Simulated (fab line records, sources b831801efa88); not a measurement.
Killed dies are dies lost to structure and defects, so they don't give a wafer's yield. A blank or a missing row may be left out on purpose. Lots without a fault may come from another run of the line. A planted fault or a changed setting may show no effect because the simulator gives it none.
A struck lot beside a sound one | flow gf180mcu | 15 steps out of a route of 602
Sound: wafers L903.3, L903.4, L903.6. Struck: wafers L895.1, L895.2, L895.4. The cause comes at the end.
At each step with rows: each side's tool, then ch and its chambers, then its first start. Under that, the readings that differ: sound wafers | struck wafers | difference of the means | sigmas: that difference in standard deviations of wafers without a fault.
alike: readings whose means differ by less than 2 such deviations, and words and numbers that are the same on both sides. not compared: withheld readings, readings that some wafer has no value for, bounds like >300 that may hide the same value, and numbers for which the record gives no deviation and whose values overlap.
The two part at a step that has a row with sigmas, a row that says differs or no value, or rows on one side only. Numbers that don't overlap but have no deviation are shown without sigmas and don't part them. A reading that every wafer of one side lacks parts them only if that side has two wafers or more.

GF_SAB_CVD_00: deposits SiO2 from TEOS, target thk 50 nm, time 4.9302 s.
  sound on pecvd-03 ch 0,1, day 21 12:12; struck on pecvd-02 ch 1,2, day 18 10:49
  alike: heater_power_w, rf_fwd_power_W
GF_SAB_THK_MEAS_01:
  sound on film_metro-01, day 21 12:14; struck on film_metro-01, day 18 10:50
  alike: SAB_CVD_00_THK
then, 7 steps without rows for these wafers: GF_SAB_DEHYDRATE_02 (time 60 s); GF_SAB_HMDS_03 (prime time 60 s); GF_SAB_COAT_04 (resist thk 1000 nm); GF_SAB_SOFTBAKE_05 (time 60 s); GF_SAB_EXPOSE_06 (exposes mask SAB, target cd 420 nm); GF_SAB_PEB_07; GF_SAB_DEVELOP_08 (develop time 60 s).
GF_SAB_CD_MEAS_09: target cd 420 nm.
  sound on cd_sem-01, day 22 12:26; struck on cd_sem-02, day 19 10:19
  alike: cd_nm
GF_SAB_OVL_MEAS_10:
  sound on overlay-01, day 22 12:31; struck on overlay-01, day 19 10:26
  alike: SAB_OVL
GF_SAB_ETCH_11: etches SiO2 in C4F8/O2/Ar, target depth 55 nm, time 8.5 s.
  sound on rie_diel-01 ch 1,2,3, day 22 12:33; struck on rie_diel-04 ch 0,2,3, day 19 10:28
  alike: bias_w, chamber_pressure_mTorr, oes_product_au, rf_fwd_power_W
  not compared: rf_hours_counter_h
GF_SAB_WET_ETCH_12: etches SiO2 in dHF, target depth 22 nm, time 440 s.
  sound on wet_bench-03 ch 2, day 22 12:34; struck on wet_bench-04 ch 2, day 19 10:29
  no value came back on the struck wafers for bath_heat_duty_pct (%), run_length_s (s), temp_c (C), time_s (s); on the sound wafers bath_heat_duty_pct (%) reads 6.3 6.2 5.6
  reading                              | sound             | struck            | difference | sigmas
  model.SiO2_of_STI_CVD_23.thk_nm (nm) | 338.5 338.7 340.2 | 363.5 362.9 363.1 | +24.0      |
GF_SAB_STRIP_13: strips in O2/N2.
  sound on plasma_asher-01 ch 0,1, day 22 12:44; struck on plasma_asher-02 ch 0,1, day 19 10:37
  alike: drypump_motor_current_A, heater_power_w, oes_product_au, strip_time_to_endpoint_s
  not compared: rf_hours_counter_h
-- the record jumps here: 13 days lie between the struck wafers' starts before and after (it left off in module SAB and takes up again in module PASSIVATION, whose first step shown is number 602 of the route) --
GF_PASSIVATION_PROBE_99:
  the record has rows for the struck wafers here (prober-01, day 32 18:41) and none for the sound ones

WHERE THEY PART
First at GF_SAB_WET_ETCH_12; last, within this record, at GF_PASSIVATION_PROBE_99.

WHY: what the simulator had put in
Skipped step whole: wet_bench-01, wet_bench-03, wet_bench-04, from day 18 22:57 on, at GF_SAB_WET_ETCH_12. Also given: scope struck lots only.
